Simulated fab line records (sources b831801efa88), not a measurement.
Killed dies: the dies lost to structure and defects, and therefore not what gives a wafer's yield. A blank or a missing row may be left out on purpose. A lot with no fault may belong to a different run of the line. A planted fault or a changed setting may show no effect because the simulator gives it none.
The tool behind it: which one? -- flow sky130 -- Sampling: 14 lots, 42 wafers, 2 of 708 route steps

== WHAT THE GAUGES SHOWED, per wafer ==
SKY_VIA3_OVL_MEAS_13. Usual: VIA3_OVL 2 nm, standard deviation 6.5.
lot,measured,on,VIA3_OVL (nm),flag
L182,day 38 20:23,overlay-02,13 15 14,
L184,day 39 16:23,overlay-01,3 4 12,
L185,day 40 03:10,overlay-02,2 0 7,
L186,day 40 17:55,overlay-02,4 0 4,
L188,day 41 11:50,overlay-01,9 8 8,
L189,day 41 18:55,overlay-02,11 5 7,
L190,day 42 02:41,overlay-02,4 15 10,
L191,day 42 12:47,overlay-02,0 7 1,
L193,day 42 13:08,overlay-01,3 2 -1,
L198,day 44 14:00,overlay-02,0 3 -1,
L202,day 45 14:09,overlay-01,5 7 8,
L204,day 46 04:11,overlay-02,0 6 9,
L203,day 46 05:20,overlay-02,-7 -5 -2,
L205,day 46 09:25,overlay-02,3 11 11,

== TOOL THAT RAN EACH LOT (tool first, then ch and the chambers of the sampled wafers, then the start) ==
lot,SKY_METAL3_DESCUM_15
L182,"rie metal-04 ch 0,1, day 37 17:30"
L184,"rie metal-04 ch 0,1, day 38 13:53"
L185,"rie metal-02 ch 1, day 39 02:08"
L186,"rie metal-04 ch 0,1, day 39 15:55"
L188,"rie metal-03 ch 0,1, day 40 09:25"
L189,"rie metal-04 ch 0,1, day 40 17:31"
L190,"rie metal-02 ch 1, day 41 00:53"
L191,"rie metal-02 ch 1, day 41 11:41"
L193,"rie metal-04 ch 0,1, day 41 12:02"
L198,"rie metal-04 ch 0,1, day 43 14:05"
L202,"rie metal-04 ch 0,1, day 44 15:20"
L204,"rie metal-02 ch 0, day 45 06:01"
L203,"rie metal-03 ch 1, day 45 06:58"
L205,"rie metal-03 ch 0,1, day 45 11:08"
- SKY_METAL3_DESCUM_15: chemistry O2, time 8 s.

== WHAT THE TOOLS THEMSELVES READ (means of the sampled wafers that have a number; where no wafer has one, the mark that the record gives instead) ==
SKY_METAL3_DESCUM_15. Usual: drypump motor current A 5.9 A, standard deviation 0.35; oes product au 1.004 a.u., standard deviation 0.0084.
lot,tool,drypump motor current A (A),oes product au (a.u.),flag
L182,rie metal-04,6.0,1.003,
L184,rie metal-04,6.0,1.011,
L185,rie metal-02,5.8,1.002,
L186,rie metal-04,5.7,1.007,
L188,rie metal-03,6.1,0.997,
L189,rie metal-04,5.7,1.004,
L190,rie metal-02,5.8,1.002,
L191,rie metal-02,5.8,0.990,
L193,rie metal-04,5.7,1.000,
L198,rie metal-04,6.0,1.007,
L202,rie metal-04,5.7,1.003,
L204,rie metal-02,4.9,0.992,
L203,rie metal-03,5.7,1.007,
L205,rie metal-03,5.9,1.006,

== THE ANSWER, worked out from the rows above alone ==
Rule: a lot is off if the mean of its wafers that have a number lies more than 3 standard deviations from the usual mean. A lot without any number at a reading at which 4 lots or more have one is off too. Any other lot the step has rows for is counted as sound. The gauges are gone through in route order, then the tools' own readings, and for those a lot's mean is taken as printed above. The first step at which some lot is off is used, and at that step the reading that is off furthest; a lot without a number counts as furthest.
Nothing can be told from this: no lot is off at any reading shown.

== WHAT HAD BEEN PUT IN BY THE SIMULATOR ==
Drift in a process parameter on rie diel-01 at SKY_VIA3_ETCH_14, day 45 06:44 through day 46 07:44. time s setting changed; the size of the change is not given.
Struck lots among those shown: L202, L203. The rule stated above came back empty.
